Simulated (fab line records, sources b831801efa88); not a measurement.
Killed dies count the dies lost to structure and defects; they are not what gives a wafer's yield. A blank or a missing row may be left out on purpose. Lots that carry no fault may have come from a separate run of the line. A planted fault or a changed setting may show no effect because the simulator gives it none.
Matching of chambers    flow sfqLine    SFQ_TRILAYER_I4_CMP_CMP_100 on cmp-02: 4 sister chambers
The step polishes SiO2. 18 wafers are shown with their chamber, then 9 later ones without.

== WAFERS, EACH WITH ITS CHAMBER ==
wafer   chamber  motorCurrentA (A)  timeToEndpointS (s)  edgeZonePressureFrac
L810.1  2        10.6               212                  1.000
L810.3  1        9.3                211                  0.995
L810.6  2        10.3               225                  0.994
L811.2  1        10.0               211                  1.007
L811.1  3        9.5                213                  1.000
L811.5  1        9.8                213                  1.006
L812.1  0        9.5                217                  1.000
L812.3  2        11.3               224                  0.996
L812.4  3        9.8                226                  1.004
L814.1  0        9.0                215                  0.995
L814.4  3        9.0                207                  0.998
L814.6  0        9.3                215                  0.997
L815.1  1        9.8                200                  0.997
L815.4  0        9.6                214                  1.005
L815.3  3        9.3                201                  1.000
L819.2  2        10.5               218                  1.000
L819.3  0        9.4                205                  1.006
L819.4  3        9.6                218                  1.006

SIGNATURES (means of the wafers above)
reading               chamber 0  chamber 1  chamber 2  chamber 3  scatter within a chamber
motorCurrentA         9.360      9.725      10.675     9.440      0.318
timeToEndpointS       213.20     208.75     219.75     213.00     6.95
edgeZonePressureFrac  1.00060    1.00125    0.99750    1.00160    0.00444
Rule: a wafer lies at a distance from a chamber equal to the root of the sum of squares, over the readings, of (its reading less the chamber's mean, divided by the reading's scatter). If the next closest chamber is less than 2 further off than the closest, the wafer can't be placed; otherwise it belongs to the closest. The scatter: take each reading less its chamber's mean, square it, sum over the shown wafers, divide by the number of wafers less the number of chambers, and take the root.

== WAFERS MISSING THEIR CHAMBER ==
wafer   motorCurrentA (A)  timeToEndpointS (s)  edgeZonePressureFrac
L820.2  10.3               223                  1.004
L820.3  9.5                216                  1.001
L820.5  10.0               234                  1.006
L821.3  9.2                224                  1.006
L821.4  11.0               235                  0.998
L821.6  9.4                236                  1.001
L822.2  9.5                220                  0.998
L822.4  9.4                219                  1.002
L822.6  10.3               215                  1.006

== THE CHAMBER EACH PASSED THROUGH ==
wafer   from the rows above                in truth
L820.2  can't be placed: 2 or 1 or 3 or 0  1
L820.3  can't be placed: 3 or 0 or 1       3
L820.5  can't be placed: 2 or 3 or 0 or 1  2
L821.3  can't be placed: 3 or 0 or 1       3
L821.4  2                                  2
L821.6  can't be placed: 0 or 3 or 1 or 2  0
L822.2  can't be placed: 0 or 3 or 1       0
L822.4  can't be placed: 3 or 0 or 1       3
L822.6  can't be placed: 1 or 2 or 3 or 0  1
Correct placement for 1 of the 9. Unplaceable from these rows: 8, with the true chamber sitting among the candidates in 8. Placed wrongly: 0.
